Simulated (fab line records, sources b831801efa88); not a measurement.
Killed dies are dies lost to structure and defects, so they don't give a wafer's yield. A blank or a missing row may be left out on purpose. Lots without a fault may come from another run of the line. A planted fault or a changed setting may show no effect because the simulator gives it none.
fab line records | flow sky130
record lots=14 wafers=42 last_day=50
route steps=708 shown VT_ADJUST_NCORE@128 PAD_OPEN@708
lots that met no fault: from a run of the same line without faults
start_h: hours from the record's first day to the start of the lot's first wafer shown | wait_h: hours since the lot's step before | " the same as in the row above | L1.1+2: a row that stands for several wafers | - no value, or no start given | * or withheld: withheld | < > ~ a bound
route shown NAME@n: a module of which the file shows steps, and the number in the route of the first | usual: mean/standard deviation of fault-free wafers | same: alike in all rows | chamber/n: place in a boat | sites: the reading at each site | _std_site: their standard deviation | _edge_site: outer sites' mean less inner sites' | radius_mm: how far each site lies from the wafer's centre | mask NAME#n: copy n | behind: the tool/chamber that last shaped the wafer | hold: why the lot was held/for how many hours/how that ended | device: the transistor (n, p or np) that didn't switch | end of line: the same wafers' tests at the end of the route | a step without rows: its recipe alone | killed: dies lost to structure and defects at the first sort, not the wafer's yield | map: a wafer's dies, x killed, . not, _ none there
set.NAME: the setting as run; set.NAME@STEP: as run at that earlier step | model.NAME: the simulator's own value behind a step, which no gauge read
steps of the route over a sample of lots; a table a step, a row a wafer
services: from which hour (start_h, from the record's first day; less than 0 if before it) a tool's chamber was out of use, for how many hours, and why
## steps
# step SKY_VT_ADJUST_NCORE_IMPLANT_09
# recipe species=B energy_kev=10 dose_cm2=2.4e+12 tilt_deg=withheld
# usual dose_ions_cm2=2.4004e+12/2.7e+09 faraday_current_uA=13.55/0.28
# columns lot.wafer tool chamber start_h wait_h dose_ions_cm2 faraday_current_uA
L592.2 implanter-02 0 190.80 0.0 2.4032e+12 13.78
L592.3 " 0 " " 2.4002e+12 13.92
L592.6 " 0 " " 2.4016e+12 13.23
L593.1 implanter-04 0 190.81 0.0 2.4018e+12 13.61
L593.2 " 0 " " 2.4012e+12 13.70
L593.6 " 0 " " 2.4011e+12 13.77
L595.2 implanter-01 0 212.84 0.0 2.3996e+12 13.23
L595.4 " 0 " " 2.3949e+12 13.23
L595.6 " 0 " " 2.3996e+12 13.64
L596.4 implanter-04 0 215.75 0.1 2.3981e+12 13.07
L596.5 " 0 " " 2.3984e+12 14.11
L596.6 " 0 " " 2.4011e+12 13.61
L598.1 implanter-02 0 231.82 0.0 2.3983e+12 12.98
L598.3 " 0 " " 2.4014e+12 13.90
L598.6 " 0 " " 2.4016e+12 13.84
L601.2 implanter-02 0 254.60 0.0 2.1092e+12 11.59
L601.3 " 0 " " 2.1108e+12 11.88
L601.6 " 0 " " 2.1085e+12 11.42
L603.1 implanter-04 0 264.62 0.0 2.3997e+12 13.64
L603.2 " 0 " " 2.4024e+12 13.35
L603.5 " 0 " " 2.4001e+12 13.58
L604.1 implanter-02 0 277.36 0.0 2.1089e+12 11.90
L604.2 " 0 " " 2.1097e+12 11.97
L604.3 " 0 " " 2.1128e+12 11.78
L606.1 implanter-01 0 283.76 0.0 2.3999e+12 13.53
L606.3 " 0 " " 2.4014e+12 13.78
L606.6 " 0 " " 2.4006e+12 13.68
L607.2 implanter-01 0 294.19 0.0 2.3967e+12 13.63
L607.3 " 0 " " 2.3948e+12 13.47
L607.4 " 0 " " 2.4009e+12 13.74
L609.2 implanter-04 0 306.69 0.0 2.3985e+12 13.87
L609.4 " 0 " " 2.4029e+12 13.53
L609.5 " 0 " " 2.4005e+12 13.51
L610.3 implanter-04 0 313.67 0.1 2.4012e+12 12.93
L610.4 " 0 " " 2.3989e+12 13.04
L610.5 " 0 " " 2.4015e+12 13.20
L613.1 implanter-02 0 343.42 0.0 2.3991e+12 13.84
L613.2 " 0 " " 2.4011e+12 13.55
L613.5 " 0 " " 2.4048e+12 13.20
L614.1 implanter-04 0 350.13 0.0 2.3977e+12 13.34
L614.2 " 0 " " 2.3984e+12 13.37
L614.6 " 0 " " 2.3971e+12 13.63
# step SKY_VT_ADJUST_NCORE_TW_MEAS_11
# usual VT_ADJUST_NCORE_TW=220.8/1.1
# columns lot.wafer tool chamber start_h wait_h hold VT_ADJUST_NCORE_TW
L592.2 film_metro-02 - 191.04 0.1 - 221.3
L592.3 " - " " - 219.3
L592.6 " - " " - 220.2
L593.1 film_metro-03 - 191.06 0.1 - 222.3
L593.2 " - " " - 221.8
L593.6 " - " " - 221.0
L595.2 film_metro-04 - 213.07 0.1 - 219.1
L595.4 " - " " - 220.7
L595.6 " - " " - 220.7
L596.4 film_metro-03 - 215.96 0.1 - 221.7
L596.5 " - " " - 221.2
L596.6 " - " " - 221.7
L598.1 film_metro-04 - 232.07 0.1 - 220.2
L598.3 " - " " - 222.1
L598.6 " - " " - 220.8
L601.2 film_metro-02 - 254.83 0.1 await_dispo/0.2h/release 211.1
L601.3 " - " " await_dispo/0.2h/release 210.4
L601.6 " - " " await_dispo/0.2h/release 211.0
L601.2 film_metro-02 - 255.13 0.3 - 211.0
L601.3 " - " " - 212.4
L601.6 " - " " - 211.5
L603.1 film_metro-04 - 264.87 0.1 - 221.8
L603.2 " - " " - 221.5
L603.5 " - " " - 220.1
L604.1 film_metro-02 - 277.61 0.1 await_dispo/0.2h/release 213.2
L604.2 " - " " await_dispo/0.2h/release 214.5
L604.3 " - " " await_dispo/0.2h/release 213.8
L604.1 film_metro-02 - 277.84 0.2 - 213.2
L604.2 " - " " - 213.6
L604.3 " - " " - 213.3
L606.1 film_metro-04 - 284.01 0.1 - 220.3
L606.3 " - " " - 218.6
L606.6 " - " " - 220.4
L607.2 film_metro-02 - 294.42 0.1 - 220.0
L607.3 " - " " - 221.2
L607.4 " - " " - 221.2
L609.2 film_metro-03 - 306.92 0.1 - 220.7
L609.4 " - " " - 222.0
L609.5 " - " " - 221.8
L610.3 film_metro-02 - 313.89 0.1 - 220.9
L610.4 " - " " - 219.8
L610.5 " - " " - 219.9
L613.1 film_metro-04 - 343.67 0.1 - 220.8
L613.2 " - " " - 219.1
L613.5 " - " " - 218.9
L614.1 film_metro-04 - 350.38 0.1 - 220.5
L614.2 " - " " - 219.8
L614.6 " - " " - 220.0
# step SKY_PAD_OPEN_PROBE_99
# usual killed_at_M0_to_M3=44/6.9 killed_at_M4_up=3.1/1.7 killed_at_contacts=25/5.6 killed_at_front_end=14/4.3 killed_at_other=0.3/0.51 killed_dies=86/9.8 killed_open=47/6.5 killed_short=39/6.6
# same gross_dies=492 killed_at_back_side=0
# columns lot.wafer tool chamber start_h wait_h killed_at_M0_to_M3 killed_at_M4_up killed_at_contacts killed_at_front_end killed_at_other killed_dies killed_open killed_short
L592.2 prober-02 - 1092.58 0.1 41 5 36 21 1 104 54 50
L592.3 prober-02 - 1092.63 0.2 47 0 26 24 0 97 50 47
L592.6 prober-02 - 1092.78 0.2 47 2 26 17 0 92 58 34
L593.1 prober-01 - 1102.87 0.1 53 2 37 19 0 111 58 53
L593.2 prober-01 - 1102.92 0.1 43 1 22 22 0 88 58 30
L593.6 prober-01 - 1103.12 0.2 50 2 33 18 0 103 56 47
L596.4 prober-01 - 1116.66 0.2 51 2 35 20 0 108 68 40
L596.5 prober-01 - 1116.71 0.2 52 2 16 5 0 75 42 33
L596.6 prober-01 - 1116.76 0.2 49 4 25 12 0 90 49 41
L595.2 prober-02 - 1120.72 0.1 46 2 25 6 0 79 44 35
L595.4 prober-02 - 1120.82 0.2 39 4 24 11 0 78 44 34
L595.6 prober-02 - 1120.92 0.2 50 4 34 16 0 104 54 50
L598.1 prober-02 - 1128.64 0.1 56 2 20 16 2 96 52 44
L598.3 prober-02 - 1128.74 0.2 37 4 35 13 1 90 51 39
L598.6 prober-02 - 1128.89 0.2 49 4 18 14 0 85 48 37
L601.2 prober-01 - 1147.69 0.1 49 3 21 12 0 85 47 38
L601.3 prober-01 - 1147.74 0.2 48 1 35 8 1 93 50 43
L601.6 prober-01 - 1147.89 0.2 51 2 19 11 0 83 48 35
L603.1 prober-01 - 1156.74 0.1 45 3 21 20 0 89 45 44
L603.2 prober-01 - 1156.79 0.1 52 0 30 3 0 85 51 34
L603.5 prober-01 - 1156.94 0.2 44 1 24 14 0 83 53 30
L604.1 prober-01 - 1167.04 0.1 46 7 37 16 0 106 55 51
L604.2 prober-01 - 1167.09 0.1 51 2 24 11 1 89 48 41
L604.3 prober-01 - 1167.14 0.2 52 2 28 16 0 98 55 43
L606.1 prober-02 - 1172.87 0.1 35 2 26 16 1 80 47 33
L606.3 prober-02 - 1172.97 0.2 27 1 29 19 0 76 49 27
L606.6 prober-02 - 1173.12 0.2 45 3 22 14 0 84 36 48
L607.2 prober-01 - 1177.69 0.1 44 2 23 14 0 83 52 31
L607.3 prober-01 - 1177.74 0.2 40 2 20 13 1 76 44 32
L607.4 prober-01 - 1177.79 0.2 29 1 25 9 2 66 30 36
L609.2 prober-01 - 1183.48 0.1 41 3 19 17 0 80 39 41
L609.4 prober-01 - 1183.58 0.2 44 0 22 20 0 86 47 39
L609.5 prober-01 - 1183.63 0.2 42 1 18 13 0 74 38 36
L613.1 prober-01 - 1205.85 0.1 47 2 25 15 0 89 46 43
L613.2 prober-01 - 1205.90 0.1 36 1 28 15 1 81 41 40
L613.5 prober-01 - 1206.05 0.2 34 3 17 8 0 62 39 23
L614.1 prober-01 - 1209.94 0.1 34 3 17 7 0 61 39 22
L614.2 prober-01 - 1209.99 0.1 32 3 26 21 0 82 47 35
L614.6 prober-01 - 1210.19 0.2 36 4 30 9 1 80 50 30
L610.3 prober-02 - 1211.60 0.2 40 2 23 7 0 72 41 31
L610.4 prober-02 - 1211.65 0.2 55 2 15 7 0 79 41 38
L610.5 prober-02 - 1211.70 0.2 33 5 25 13 0 76 49 27
# killed by level:class
L592.2 CONTACT:geometric_particle:open=15 CONTACT:geometric_particle:short=11 VIA1:geometric_particle:open=9 VIA3:geometric_particle:open=7 FIELD_ISO:geometric_particle:short=6 METAL2:geometric_particle:short=6 VIA2:geometric_particle:open=4 POLY_GATE:geometric_particle:short=4
L592.3 FIELD_ISO:geometric_particle:short=8 VIA1:geometric_particle:open=8 METAL2:geometric_particle:short=8 CONTACT:geometric_particle:short=7 CONTACT:geometric_particle:open=7 FIELD_ISO:geometric_particle:open=6 VIA3:geometric_particle:open=6 VIA2:geometric_particle:open=6
L592.6 VIA3:geometric_particle:open=11 CONTACT:geometric_particle:open=10 VIA1:geometric_particle:open=8 VIA2:geometric_particle:open=8 LI_CONTACT:geometric_particle:open=6 CONTACT:geometric_particle:short=5 VIA1:geometric_particle:short=5 FIELD_ISO:geometric_particle:open=4
L593.1 CONTACT:geometric_particle:open=17 VIA1:geometric_particle:open=13 CONTACT:geometric_particle:short=11 FIELD_ISO:geometric_particle:short=8 VIA2:geometric_particle:open=7 VIA3:geometric_particle:open=7 VIA1:geometric_particle:short=6 METAL2:geometric_particle:short=6
L593.2 CONTACT:geometric_particle:open=11 VIA2:geometric_particle:open=10 VIA1:geometric_particle:open=10 FIELD_ISO:geometric_particle:short=6 METAL1:geometric_particle:short=6 VIA3:geometric_particle:open=6 FIELD_ISO:geometric_particle:open=5 POLY_GATE:geometric_particle:open=5
L593.6 CONTACT:geometric_particle:open=16 VIA1:geometric_particle:open=10 METAL1:geometric_particle:short=8 METAL2:geometric_particle:short=7 LI_CONTACT:geometric_particle:open=7 VIA3:geometric_particle:open=6 CONTACT:geometric_particle:short=6 FIELD_ISO:geometric_particle:short=4
L596.4 LI_CONTACT:geometric_particle:open=14 VIA1:geometric_particle:open=12 VIA3:geometric_particle:open=11 CONTACT:geometric_particle:open=10 VIA2:geometric_particle:open=8 VIA2:geometric_particle:short=6 FIELD_ISO:geometric_particle:short=5 POLY_GATE:geometric_particle:short=5
L596.5 VIA1:geometric_particle:open=11 CONTACT:geometric_particle:open=8 VIA3:geometric_particle:open=8 METAL1:geometric_particle:short=7 VIA1:geometric_particle:short=6 VIA3:geometric_particle:short=5 VIA2:geometric_particle:open=4 LI_CONTACT:geometric_particle:open=3
L596.6 VIA1:geometric_particle:open=11 CONTACT:geometric_particle:open=9 VIA2:geometric_particle:open=8 LI_CONTACT:geometric_particle:open=7 VIA3:geometric_particle:open=6 POLY_GATE:geometric_particle:short=5 CONTACT:geometric_particle:short=5 METAL1:geometric_particle:short=5
L595.2 VIA1:geometric_particle:open=12 VIA3:geometric_particle:open=10 LI_CONTACT:geometric_particle:open=8 CONTACT:geometric_particle:open=8 LI_CONTACT:geometric_particle:short=6 VIA1:geometric_particle:short=5 METAL2:geometric_particle:short=5 METAL1:geometric_particle:short=4
L595.4 LI_CONTACT:geometric_particle:open=12 VIA1:geometric_particle:open=9 METAL1:geometric_particle:short=9 POLY_GATE:geometric_particle:open=6 CONTACT:geometric_particle:open=6 METAL2:geometric_particle:short=4 VIA2:geometric_particle:open=4 POLY_GATE:geometric_particle:short=3
L595.6 CONTACT:geometric_particle:open=13 VIA1:geometric_particle:open=12 LI_CONTACT:geometric_particle:open=12 METAL1:geometric_particle:short=11 METAL2:geometric_particle:short=8 POLY_GATE:geometric_particle:open=5 METAL3:geometric_particle:short=4 CONTACT:geometric_particle:short=4
L598.1 VIA1:geometric_particle:open=14 VIA3:geometric_particle:open=9 CONTACT:geometric_particle:open=9 METAL3:geometric_particle:short=8 METAL2:geometric_particle:short=7 LI_CONTACT:geometric_particle:open=5 VIA2:geometric_particle:open=5 VIA1:geometric_particle:short=4
L598.3 CONTACT:geometric_particle:open=12 LI_CONTACT:geometric_particle:open=10 VIA2:geometric_particle:open=7 CONTACT:geometric_particle:short=5 METAL2:geometric_particle:short=5 METAL3:geometric_particle:short=5 METAL1:geometric_particle:short=4 VIA3:geometric_particle:open=4
L598.6 METAL2:geometric_particle:short=10 VIA2:geometric_particle:open=8 CONTACT:geometric_particle:open=7 VIA1:geometric_particle:open=7 VIA3:geometric_particle:open=6 FIELD_ISO:geometric_particle:open=5 LI_CONTACT:geometric_particle:open=5 METAL1:geometric_particle:short=5
L601.2 VIA1:geometric_particle:open=9 VIA2:geometric_particle:open=9 METAL1:geometric_particle:short=9 LI_CONTACT:geometric_particle:open=8 VIA3:geometric_particle:open=8 POLY_GATE:geometric_particle:short=5 CONTACT:geometric_particle:open=5 POLY_GATE:geometric_particle:open=4
L601.3 VIA1:geometric_particle:open=13 CONTACT:geometric_particle:open=10 LI_CONTACT:geometric_particle:open=9 VIA3:geometric_particle:open=9 METAL1:geometric_particle:short=7 VIA3:geometric_particle:short=5 LOCAL_INTERCONNECT:geometric_particle:short=5 CONTACT:geometric_particle:short=5
L601.6 VIA1:geometric_particle:open=16 CONTACT:geometric_particle:open=9 METAL1:geometric_particle:short=8 VIA3:geometric_particle:open=8 POLY_GATE:geometric_particle:short=7 VIA2:geometric_particle:open=7 LI_CONTACT:geometric_particle:open=5 FIELD_ISO:geometric_particle:short=3
L603.1 CONTACT:geometric_particle:open=9 VIA2:geometric_particle:open=7 FIELD_ISO:geometric_particle:short=6 VIA1:geometric_particle:open=6 LI_CONTACT:geometric_particle:open=5 METAL1:geometric_particle:short=5 VIA1:geometric_particle:short=5 METAL2:geometric_particle:short=5
L603.2 VIA1:geometric_particle:open=15 CONTACT:geometric_particle:open=14 VIA2:geometric_particle:open=9 VIA1:geometric_particle:short=8 METAL1:geometric_particle:short=7 LI_CONTACT:geometric_particle:open=6 CONTACT:geometric_particle:short=6 METAL2:geometric_particle:short=3
L603.5 VIA1:geometric_particle:open=12 VIA3:geometric_particle:open=11 CONTACT:geometric_particle:open=8 LI_CONTACT:geometric_particle:open=7 VIA2:geometric_particle:open=7 CONTACT:geometric_particle:short=5 METAL1:geometric_particle:short=5 POLY_GATE:geometric_particle:open=4
L604.1 CONTACT:geometric_particle:open=15 METAL2:geometric_particle:short=9 VIA1:geometric_particle:open=8 LI_CONTACT:geometric_particle:open=8 VIA2:geometric_particle:open=7 LOCAL_INTERCONNECT:geometric_particle:short=6 METAL1:geometric_particle:short=6 METAL4:geometric_particle:short=6
L604.2 CONTACT:geometric_particle:open=12 VIA1:geometric_particle:open=11 VIA1:geometric_particle:short=7 METAL1:geometric_particle:short=7 VIA2:geometric_particle:open=6 FIELD_ISO:geometric_particle:short=5 VIA3:geometric_particle:open=5 LI_CONTACT:geometric_particle:open=4
L604.3 LI_CONTACT:geometric_particle:open=13 CONTACT:geometric_particle:open=10 VIA1:geometric_particle:open=10 VIA1:geometric_particle:short=7 METAL1:geometric_particle:short=7 METAL2:geometric_particle:short=7 VIA3:geometric_particle:open=6 VIA3:geometric_particle:short=5
L606.1 VIA1:geometric_particle:open=9 CONTACT:geometric_particle:open=9 LI_CONTACT:geometric_particle:short=6 LI_CONTACT:geometric_particle:open=6 VIA2:geometric_particle:open=6 FIELD_ISO:geometric_particle:short=5 POLY_GATE:geometric_particle:open=5 VIA3:geometric_particle:open=5
L606.3 CONTACT:geometric_particle:open=9 FIELD_ISO:geometric_particle:open=7 LI_CONTACT:geometric_particle:open=7 POLY_GATE:geometric_particle:open=6 LOCAL_INTERCONNECT:geometric_particle:short=5 VIA1:geometric_particle:open=5 METAL2:geometric_particle:short=5 VIA3:geometric_particle:open=5
L606.6 METAL1:geometric_particle:short=11 LI_CONTACT:geometric_particle:open=7 LOCAL_INTERCONNECT:geometric_particle:short=6 VIA1:geometric_particle:short=6 VIA1:geometric_particle:open=6 VIA2:geometric_particle:open=5 VIA3:geometric_particle:open=5 FIELD_ISO:geometric_particle:short=4
L607.2 VIA1:geometric_particle:open=10 CONTACT:geometric_particle:open=9 VIA2:geometric_particle:open=8 VIA3:geometric_particle:open=8 LI_CONTACT:geometric_particle:open=6 FIELD_ISO:geometric_particle:open=5 METAL1:geometric_particle:short=5 LI_CONTACT:geometric_particle:short=4
L607.3 VIA1:geometric_particle:open=14 CONTACT:geometric_particle:open=8 VIA3:geometric_particle:open=8 VIA1:geometric_particle:short=5 LI_CONTACT:geometric_particle:open=5 FIELD_ISO:geometric_particle:short=4 POLY_GATE:geometric_particle:short=4 VIA3:geometric_particle:short=4
L607.4 CONTACT:geometric_particle:open=6 LI_CONTACT:geometric_particle:short=5 LI_CONTACT:geometric_particle:open=5 CONTACT:geometric_particle:short=5 VIA1:geometric_particle:open=5 LOCAL_INTERCONNECT:geometric_particle:short=4 VIA3:geometric_particle:open=4 METAL1:geometric_particle:short=3
L609.2 VIA2:geometric_particle:open=9 CONTACT:geometric_particle:open=7 VIA1:geometric_particle:open=6 CONTACT:geometric_particle:short=6 METAL2:geometric_particle:short=6 METAL3:geometric_particle:short=6 METAL1:geometric_particle:short=5 FIELD_ISO:geometric_particle:short=4
L609.4 VIA1:geometric_particle:open=9 CONTACT:geometric_particle:open=8 METAL1:geometric_particle:short=7 LI_CONTACT:geometric_particle:open=6 VIA2:geometric_particle:open=6 VIA3:geometric_particle:open=6 FIELD_ISO:geometric_particle:open=5 METAL3:geometric_particle:short=5
L609.5 VIA3:geometric_particle:open=8 VIA1:geometric_particle:open=7 FIELD_ISO:geometric_particle:open=5 CONTACT:geometric_particle:open=5 LI_CONTACT:geometric_particle:open=5 METAL1:geometric_particle:short=5 METAL3:geometric_particle:short=5 CONTACT:geometric_particle:short=4
L613.1 VIA1:geometric_particle:open=11 LI_CONTACT:geometric_particle:open=10 VIA2:geometric_particle:open=7 VIA1:geometric_particle:short=6 FIELD_ISO:geometric_particle:short=5 METAL2:geometric_particle:short=5 LI_CONTACT:geometric_particle:short=4 LOCAL_INTERCONNECT:geometric_particle:short=4
L613.2 VIA3:geometric_particle:open=9 CONTACT:geometric_particle:open=8 LI_CONTACT:geometric_particle:short=7 VIA2:geometric_particle:open=6 FIELD_ISO:geometric_particle:open=5 POLY_GATE:geometric_particle:short=5 LI_CONTACT:geometric_particle:open=4 CONTACT:geometric_particle:short=4
L613.5 CONTACT:geometric_particle:open=9 METAL1:geometric_particle:short=7 VIA1:geometric_particle:open=7 VIA2:geometric_particle:open=4 LI_CONTACT:geometric_particle:open=4 METAL1:geometric_particle:open=3 VIA1:geometric_particle:short=3 METAL2:geometric_particle:short=3
L614.1 VIA1:geometric_particle:open=16 CONTACT:geometric_particle:open=5 LOCAL_INTERCONNECT:geometric_particle:short=5 VIA3:geometric_particle:open=4 POLY_GATE:geometric_particle:open=3 LI_CONTACT:geometric_particle:open=3 VIA1:geometric_particle:short=3 LI_CONTACT:geometric_particle:short=2
L614.2 VIA1:geometric_particle:open=12 CONTACT:geometric_particle:open=9 POLY_GATE:geometric_particle:open=8 LI_CONTACT:geometric_particle:open=6 LI_CONTACT:geometric_particle:short=5 FIELD_ISO:geometric_particle:short=4 POLY_GATE:geometric_particle:short=4 VIA3:geometric_particle:open=4
L614.6 CONTACT:geometric_particle:open=11 VIA3:geometric_particle:open=9 LI_CONTACT:geometric_particle:open=8 CONTACT:geometric_particle:short=7 VIA1:geometric_particle:open=6 METAL2:geometric_particle:short=6 POLY_GATE:geometric_particle:open=5 METAL3:geometric_particle:short=3
L610.3 LI_CONTACT:geometric_particle:open=8 CONTACT:geometric_particle:short=7 VIA3:geometric_particle:open=7 VIA1:geometric_particle:open=7 VIA2:geometric_particle:open=6 CONTACT:geometric_particle:open=5 FIELD_ISO:geometric_particle:open=4 METAL1:geometric_particle:short=4
L610.4 METAL2:geometric_particle:short=11 VIA1:geometric_particle:open=10 VIA2:geometric_particle:open=10 METAL1:geometric_particle:short=9 LI_CONTACT:geometric_particle:open=5 FIELD_ISO:geometric_particle:open=4 LI_CONTACT:geometric_particle:short=4 VIA2:geometric_particle:short=4
L610.5 CONTACT:geometric_particle:open=12 LI_CONTACT:geometric_particle:open=7 VIA2:geometric_particle:open=7 VIA1:geometric_particle:open=6 FIELD_ISO:geometric_particle:short=4 FIELD_ISO:geometric_particle:open=4 VIA3:geometric_particle:open=4 VIA3:geometric_particle:short=4
## services
# columns tool chamber start_h hours kind
implanter-01 - 184.47 11.2 pm
implanter-02 - 192.16 4.6 repair
implanter-02 - 215.60 10.0 repair
implanter-01 - 244.27 5.0 pm
implanter-01 - 275.35 7.0 repair
implanter-04 - 279.49 1.3 repair
implanter-04 - 297.22 4.6 pm
implanter-01 - 301.48 14.5 repair
implanter-02 - 306.36 21.4 pm
implanter-04 - 315.84 6.4 repair
implanter-01 - 332.91 1.2 repair
## key
first_sign step=SKY_VT_ADJUST_NCORE_IMPLANT_09 reading=dose_ions_cm2 direction=down sigmas=99+ usual=* struck=*
effect step=SKY_VT_ADJUST_NCORE_IMPLANT_09 reading=faraday_current_uA direction=down sigmas=6.3 usual=13.55 struck=11.76
effect step=SKY_VT_ADJUST_NCORE_TW_MEAS_11 reading=visit direction=added
effect step=SKY_VT_ADJUST_NCORE_TW_MEAS_11 reading=VT_ADJUST_NCORE_TW direction=down sigmas=7.5 usual=220.8 struck=212.3
met_at SKY_VT_ADJUST_NCORE_IMPLANT_09
struck_lots L601,L604
tester_left_out L601,L604
onset_between 231.82 254.60
fault kind=process_parameter_drift tool=implanter-02 chamber=- onset_h=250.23 steps=SKY_VT_ADJUST_NCORE_IMPLANT_09 channel=dose_cm2 offset=* shape=step end_h=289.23 acts_in=* stated=*
# tester_left_out: of these lots the tester's yield and bins aren't shown, on N5 and GAA mostly nor the transistor test; their killed dies are dies lost to structure and defects alone, not to doping, threshold or leakage, so they don't give the yield
